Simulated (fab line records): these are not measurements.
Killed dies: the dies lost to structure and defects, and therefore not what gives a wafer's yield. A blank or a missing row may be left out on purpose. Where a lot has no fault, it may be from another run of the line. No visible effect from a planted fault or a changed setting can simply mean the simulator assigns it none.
Which of the tools did it? :: flow gf180mcu :: 6 lots with 16 wafers sampled at 2 steps, on a route of 602 steps

## WHAT THE GAUGES READ, wafer by wafer
GF_PSD_RS_MEAS_14: a four-point-probe measurement.
lot: L235
measured: day 14 13:05
on: film-metro-02
NSD_RS (ohm/sq): 46.08 46.13 46.21

lot: L242
measured: day 17 06:28
on: film-metro-03
NSD_RS (ohm/sq): 41.61 46.13

lot: L245
measured: day 18 00:59
on: film-metro-04
NSD_RS (ohm/sq): 41.74 46.19

lot: L252
measured: day 20 19:49
on: film-metro-02
NSD_RS (ohm/sq): 46.04 46.05 46.11

lot: L254
measured: day 21 09:49
on: film-metro-02
NSD_RS (ohm/sq): 46.13 46.04 46.06

lot: L256
measured: day 21 20:33
on: film-metro-04
NSD_RS (ohm/sq): 46.20 46.22 46.16

## TOOL THAT RAN EACH LOT (tool first, then ch and the chambers of the sampled wafers, then the start)
lot: L235
GF_PSD_RTA_13: rtp-anneal-02 ch 0, day 14 12:59

lot: L242
GF_PSD_RTA_13: rtp-anneal-02 ch 0, day 17 06:22

lot: L245
GF_PSD_RTA_13: rtp-anneal-02 ch 0, day 18 00:53

lot: L252
GF_PSD_RTA_13: rtp-anneal-02 ch 0, day 20 19:43

lot: L254
GF_PSD_RTA_13: rtp-anneal-02 ch 0, day 21 09:44

lot: L256
GF_PSD_RTA_13: rtp-anneal-01 ch 0, day 21 20:28
- GF_PSD_RTA_13: time 20 s.

## THE ANSWER, worked out from the rows above alone
Rule: the usual values come from the lots themselves. Put in order of their means at a reading, lots are off if they are a third of the lots or fewer, leave a main group of 4 or more, and stand apart from it by a gap of 3 or more times the standard deviation of the main group's means; of several such gaps the widest counts. A main group is skipped when, at the precision printed for the reading in the tables above, its means are all equal. A lot without any number at a reading at which 4 lots or more have one is off too. All remaining lots with rows at the step are treated as sound.
Off: at GF_PSD_RS_MEAS_14 (NSD_RS), L242, L245. For the main group the mean is 46.12 ohm/sq and the standard deviation 0.051.
If a tool, at a process step before that reading, ran all the lots that are off and no sound lot after the first of them, it fits. The gauges at GF_PSD_RS_MEAS_14 are tried like those tools. No candidate that was tried fits.

## WHAT WAS PUT IN BY THE SIMULATOR
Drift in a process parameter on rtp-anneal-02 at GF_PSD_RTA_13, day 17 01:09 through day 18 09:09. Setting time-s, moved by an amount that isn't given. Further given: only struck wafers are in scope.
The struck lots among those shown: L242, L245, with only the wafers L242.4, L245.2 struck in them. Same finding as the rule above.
